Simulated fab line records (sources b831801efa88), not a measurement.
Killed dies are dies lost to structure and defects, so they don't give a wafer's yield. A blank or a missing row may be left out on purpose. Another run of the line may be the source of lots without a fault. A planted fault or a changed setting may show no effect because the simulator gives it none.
Which tool was responsible? + flow sky130 + 37 wafers from 13 lots sampled at 5 of the route's 708 steps

WHAT THE GAUGES SHOWED, per wafer
SKY_POLY_CUT_OVL_MEAS_09.
| lot  | measured     | on         | POLY_CUT_OVL (nm) |
|------|--------------|------------|-------------------|
| L652 | day 23 11:45 | overlay-02 | 12 8 9            |
| L653 | day 24 00:09 | overlay-02 | -6 -11 -5         |
| L654 | day 24 05:58 | overlay-01 | 0 -4 -3           |
| L657 | day 25 11:51 | overlay-02 | -2 5 1            |
| L660 | day 26 22:43 | overlay-01 | -3 -2 0           |
| L661 | day 27 04:40 | overlay-01 | 1 -6 0            |
| L663 | day 27 22:31 | overlay-02 | 2 6 7             |
| L664 | day 28 02:56 | overlay-02 | 5 8 2             |
| L667 | day 30 10:22 | overlay-02 | -4 -5 -7          |
| L666 | day 30 11:43 | overlay-01 | 8 7               |
| L670 | day 31 11:16 | overlay-01 | -1 -2             |
| L673 | day 32 08:19 | overlay-02 | -11 -5 1          |
| L675 | day 32 14:22 | overlay-02 | -2 -3 -1          |

SKY_SD_P_TW_MEAS_11.
| lot  | measured     | on           | SD_P_TW        |
|------|--------------|--------------|----------------|
| L652 | day 24 17:14 | filmMetro-03 | 2797 2800 2804 |
| L653 | day 25 06:34 | filmMetro-02 | 2822 2799 2807 |
| L654 | day 25 11:40 | filmMetro-02 | 2804 2797 2811 |
| L657 | day 26 17:43 | filmMetro-03 | 2807 2810 2811 |
| L660 | day 28 03:06 | filmMetro-01 | 2825 2833 2826 |
| L661 | day 28 09:11 | filmMetro-03 | 2811 2793 2795 |
| L663 | day 29 03:08 | filmMetro-03 | 2793 2800 2785 |
| L664 | day 29 07:22 | filmMetro-03 | 2797 2805 2799 |
| L667 | day 31 14:28 | filmMetro-01 | 2798 2808 2822 |
| L666 | day 31 15:53 | filmMetro-01 | 2815 2827      |
| L670 | day 32 14:11 | filmMetro-01 | 2801 2820      |
| L673 | day 33 10:53 | filmMetro-02 | 2795 2794 2785 |
| L675 | day 33 17:39 | filmMetro-02 | 2797 2800 2788 |

SKY_SD_N_CD_MEAS_07: the cd target is 380 nm.
| lot  | measured     | on       | cdNm (nm)         |
|------|--------------|----------|-------------------|
| L652 | day 27 02:23 | cdSem-02 | 381.3 382.2 380.1 |
| L653 | day 27 16:09 | cdSem-01 | 384.5 383.9 384.0 |
| L654 | day 27 21:19 | cdSem-01 | 384.4 383.5 383.1 |
| L657 | day 29 02:17 | cdSem-02 | 383.4 382.8 382.4 |
| L660 | day 30 10:46 | cdSem-01 | 376.7 377.4 376.1 |
| L661 | day 30 16:13 | cdSem-01 | 383.5 383.4 381.4 |
| L663 | day 31 10:02 | cdSem-01 | 380.6 377.9 379.5 |
| L664 | day 31 13:50 | cdSem-01 | 381.7 382.8 381.4 |
| L667 | day 33 20:27 | cdSem-01 | 352.2 380.7 350.6 |
| L666 | day 33 21:44 | cdSem-02 | 382.0 354.0       |
| L670 | day 34 20:03 | cdSem-01 | 353.2 376.8       |
| L673 | day 35 13:38 | cdSem-02 | 380.9 379.4 378.4 |
| L675 | day 35 21:34 | cdSem-02 | 382.1 381.8 379.9 |

EACH LOT AND THE TOOL THAT RAN IT (in order: tool; ch and the chambers of the sampled wafers; start)
| lot  | SKY_POLY_CUT_ETCH_11              | SKY_SD_N_DEVELOP_06              |
|------|-----------------------------------|----------------------------------|
| L652 | rieDiel-04 ch 0,1,2, day 23 11:49 | lithoTrack-03 ch 0, day 27 02:04 |
| L653 | rieDiel-01 ch 0,2,3, day 24 00:13 | lithoTrack-03 ch 0, day 27 16:01 |
| L654 | rieDiel-01 ch 1,3, day 24 06:02   | lithoTrack-02 ch 0, day 27 21:10 |
| L657 | rieDiel-03 ch 0,1, day 25 11:55   | lithoTrack-03 ch 0, day 29 02:04 |
| L660 | rieDiel-01 ch 0,1, day 26 22:47   | lithoTrack-04 ch 0, day 30 10:29 |
| L661 | rieDiel-03 ch 0,1,3, day 27 04:44 | lithoTrack-04 ch 0, day 30 16:01 |
| L663 | rieDiel-01 ch 0,1,3, day 27 22:35 | lithoTrack-04 ch 0, day 31 09:53 |
| L664 | rieDiel-03 ch 0,1,2, day 28 03:01 | lithoTrack-03 ch 0, day 31 13:41 |
| L667 | rieDiel-01 ch 0,1,2, day 30 10:26 | lithoTrack-04 ch 0, day 33 20:19 |
| L666 | rieDiel-03 ch 0,1, day 30 11:46   | lithoTrack-04 ch 0, day 33 21:37 |
| L670 | rieDiel-04 ch 0,2, day 31 11:20   | lithoTrack-04 ch 0, day 34 19:55 |
| L673 | rieDiel-03 ch 0,1,3, day 32 08:23 | lithoTrack-03 ch 0, day 35 13:29 |
| L675 | rieDiel-01 ch 1,2,3, day 32 14:26 | lithoTrack-02 ch 0, day 35 21:25 |
- SKY_POLY_CUT_ETCH_11: etches Si3N4 in CF4/CH2F2/Ar, stops on poly-Si, time 42.5 s, target depth 60 nm.
- SKY_SD_N_DEVELOP_06: develop time 60 s.

WHAT THE TOOLS THEMSELVES READ (means of the sampled wafers that have a number; where no wafer has one, the mark that the record gives instead)
SKY_POLY_CUT_ETCH_11.
| lot  | tool       | drypumpMotorCurrentA (A) | oesProductAu (a.u.) | throttleValvePct (%) |
|------|------------|--------------------------|---------------------|----------------------|
| L652 | rieDiel-04 | 5.7                      | 0.831               | 14.997               |
| L653 | rieDiel-01 | 5.4                      | 0.825               | 14.998               |
| L654 | rieDiel-01 | 5.5                      | 0.827               | 14.998               |
| L657 | rieDiel-03 | 6.4                      | 0.823               | 14.984               |
| L660 | rieDiel-01 | 5.4                      | 0.828               | 14.997               |
| L661 | rieDiel-03 | 6.0                      | 0.828               | 14.992               |
| L663 | rieDiel-01 | 5.5                      | 0.834               | 14.986               |
| L664 | rieDiel-03 | 6.0                      | 0.839               | 14.999               |
| L667 | rieDiel-01 | 5.2                      | 0.825               | 14.989               |
| L666 | rieDiel-03 | 6.4                      | 0.826               | 14.986               |
| L670 | rieDiel-04 | 5.7                      | 0.831               | 15.001               |
| L673 | rieDiel-03 | 6.0                      | 0.827               | 14.986               |
| L675 | rieDiel-01 | 5.2                      | 0.834               | 14.991               |

SKY_SD_N_DEVELOP_06.
| lot  | tool          | resistLineTempC (C) |
|------|---------------|---------------------|
| L652 | lithoTrack-03 | 22.98               |
| L653 | lithoTrack-03 | 23.06               |
| L654 | lithoTrack-02 | 23.04               |
| L657 | lithoTrack-03 | 22.97               |
| L660 | lithoTrack-04 | 23.08               |
| L661 | lithoTrack-04 | 22.94               |
| L663 | lithoTrack-04 | 23.03               |
| L664 | lithoTrack-03 | 23.01               |
| L667 | lithoTrack-04 | 23.13               |
| L666 | lithoTrack-04 | 23.10               |
| L670 | lithoTrack-04 | 23.05               |
| L673 | lithoTrack-03 | 23.01               |
| L675 | lithoTrack-02 | 23.05               |

THE ANSWER, worked out from the rows above alone
Rule: the usual values come from the lots themselves. Put in order of their means at a reading, lots are off if they are a third of the lots or fewer, leave a main group of 4 or more, and stand apart from it by a gap of 3 or more times the standard deviation of the main group's means; of several such gaps the widest counts. The tables above print the reading to a certain number of digits; a main group whose means all agree to those digits is not used. Also off: a lot with no number at a reading for which 4 or more lots have one. Any other lot the step has rows for is counted as sound. Order of review: gauges by route order, followed by the tools' own readings, for which a lot's mean as printed above is used. The first step at which some lot is off is used, and at that step the reading that is off furthest; a lot without a number counts as furthest.
Off: L667, L666, L670, at SKY_SD_N_CD_MEAS_07 (cdNm). For the main group the mean is 381.4 nm and the standard deviation 2.2.
If a tool, at a process step before that reading, ran all the lots that are off and no sound lot after the first of them, it fits. Gauges at SKY_SD_N_CD_MEAS_07: tried the same way as those tools. One fits: SKY_SD_N_DEVELOP_06 on lithoTrack-04. Its last sound lot is L663 (day 31 09:53), its first lot that is off L667 (day 33 20:19): a fault that began between those two fits.

WHAT HAD BEEN PUT IN BY THE SIMULATOR
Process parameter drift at SKY_SD_N_DEVELOP_06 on lithoTrack-04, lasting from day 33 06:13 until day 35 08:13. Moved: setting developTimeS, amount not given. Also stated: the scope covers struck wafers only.
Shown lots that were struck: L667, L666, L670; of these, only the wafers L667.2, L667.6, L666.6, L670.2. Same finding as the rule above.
